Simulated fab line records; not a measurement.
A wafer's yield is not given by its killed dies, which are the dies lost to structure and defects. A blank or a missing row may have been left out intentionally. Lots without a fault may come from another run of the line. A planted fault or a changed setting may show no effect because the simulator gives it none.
Which tool was responsible? || flow sky130 || 11 lots, 33 wafers sampled, at 2 steps of a route of 708

WHAT EACH GAUGE READ, for each wafer
SKY_SONOS_ONO_THK_MEAS_05. Usual: SONOS_ONO_CVD_04_THK gives 5.75 nm (standard deviation 0.12).
{"lot": "L126", "measured": "day 12 14:30", "on": "film metro-02", "SONOS_ONO_CVD_04_THK (nm)": "5.77 5.73 5.89", "flag": ""}
{"lot": "L129", "measured": "day 13 14:35", "on": "film metro-02", "SONOS_ONO_CVD_04_THK (nm)": "5.86 5.88 5.92", "flag": ""}
{"lot": "L131", "measured": "day 14 06:23", "on": "film metro-04", "SONOS_ONO_CVD_04_THK (nm)": "6.00 5.92 5.92", "flag": ""}
{"lot": "L138", "measured": "day 16 12:46", "on": "film metro-04", "SONOS_ONO_CVD_04_THK (nm)": "5.52 5.65 5.62", "flag": ""}
{"lot": "L140", "measured": "day 17 04:29", "on": "film metro-02", "SONOS_ONO_CVD_04_THK (nm)": "5.78 5.80 5.87", "flag": ""}
{"lot": "L141", "measured": "day 17 18:30", "on": "film metro-04", "SONOS_ONO_CVD_04_THK (nm)": "5.70 5.69 5.68", "flag": ""}
{"lot": "L142", "measured": "day 18 09:20", "on": "film metro-04", "SONOS_ONO_CVD_04_THK (nm)": "5.77 5.65 5.64", "flag": ""}
{"lot": "L143", "measured": "day 18 13:58", "on": "film metro-04", "SONOS_ONO_CVD_04_THK (nm)": "5.67 5.57 5.49", "flag": ""}
{"lot": "L144", "measured": "day 18 15:12", "on": "film metro-02", "SONOS_ONO_CVD_04_THK (nm)": "5.85 5.73 5.95", "flag": ""}
{"lot": "L145", "measured": "day 19 01:23", "on": "film metro-02", "SONOS_ONO_CVD_04_THK (nm)": "5.68 5.58 5.61", "flag": ""}
{"lot": "L146", "measured": "day 20 11:41", "on": "film metro-04", "SONOS_ONO_CVD_04_THK (nm)": "5.66 5.74 5.56", "flag": ""}

SKY_SONOS_ONO_OVL_MEAS_14. Usual: SONOS_ONO_OVL gives 0.7 nm (standard deviation 1.1).
{"lot": "L126", "measured": "day 13 14:51", "on": "overlay-01", "SONOS_ONO_OVL (nm)": "2.6 0.9 0.1", "flag": ""}
{"lot": "L129", "measured": "day 14 16:24", "on": "overlay-01", "SONOS_ONO_OVL (nm)": "-0.3 0.0 -0.3", "flag": ""}
{"lot": "L131", "measured": "day 15 09:10", "on": "overlay-02", "SONOS_ONO_OVL (nm)": "2.5 2.1 1.9", "flag": ""}
{"lot": "L138", "measured": "day 17 18:10", "on": "overlay-01", "SONOS_ONO_OVL (nm)": "0.4 1.3 1.0", "flag": ""}
{"lot": "L140", "measured": "day 18 09:37", "on": "overlay-02", "SONOS_ONO_OVL (nm)": "2.9 1.2 1.5", "flag": ""}
{"lot": "L141", "measured": "day 19 00:03", "on": "overlay-02", "SONOS_ONO_OVL (nm)": "-0.4 1.5 0.1", "flag": ""}
{"lot": "L142", "measured": "day 19 15:34", "on": "overlay-02", "SONOS_ONO_OVL (nm)": "1.9 0.3 2.0", "flag": ""}
{"lot": "L143", "measured": "day 19 20:57", "on": "overlay-02", "SONOS_ONO_OVL (nm)": "0.0 0.4 1.8", "flag": ""}
{"lot": "L144", "measured": "day 19 21:49", "on": "overlay-01", "SONOS_ONO_OVL (nm)": "0.4 -0.3 0.5", "flag": ""}
{"lot": "L145", "measured": "day 20 07:16", "on": "overlay-01", "SONOS_ONO_OVL (nm)": "0.4 0.2 1.5", "flag": ""}
{"lot": "L146", "measured": "day 21 18:22", "on": "overlay-01", "SONOS_ONO_OVL (nm)": "0.0 1.1 2.3", "flag": ""}

TOOL THAT RAN EACH LOT (tool first, then ch and the chambers of the sampled wafers, then the start)
There is no process step in the record ahead of these readings.

WHAT THE TOOLS THEMSELVES READ (means of the sampled wafers that have a number; where no wafer has one, the mark that the record gives instead)
The record holds no such reading with a usual standard deviation.

THE ANSWER, worked out from the rows above alone
Rule: take the mean of a lot's wafers that have a number; if it is more than 3 standard deviations from the usual mean, the lot is off. A lot without any number at a reading at which 4 lots or more have one is off too. Any other lot the step has rows for is counted as sound. Order of review: gauges by route order, followed by the tools' own readings, for which a lot's mean as printed above is used. The first step at which some lot is off is used, and at that step the reading that is off furthest; a lot without a number counts as furthest.
None of the lots is off at any reading shown; this tells nothing.

WHAT HAD BEEN PUT IN BY THE SIMULATOR
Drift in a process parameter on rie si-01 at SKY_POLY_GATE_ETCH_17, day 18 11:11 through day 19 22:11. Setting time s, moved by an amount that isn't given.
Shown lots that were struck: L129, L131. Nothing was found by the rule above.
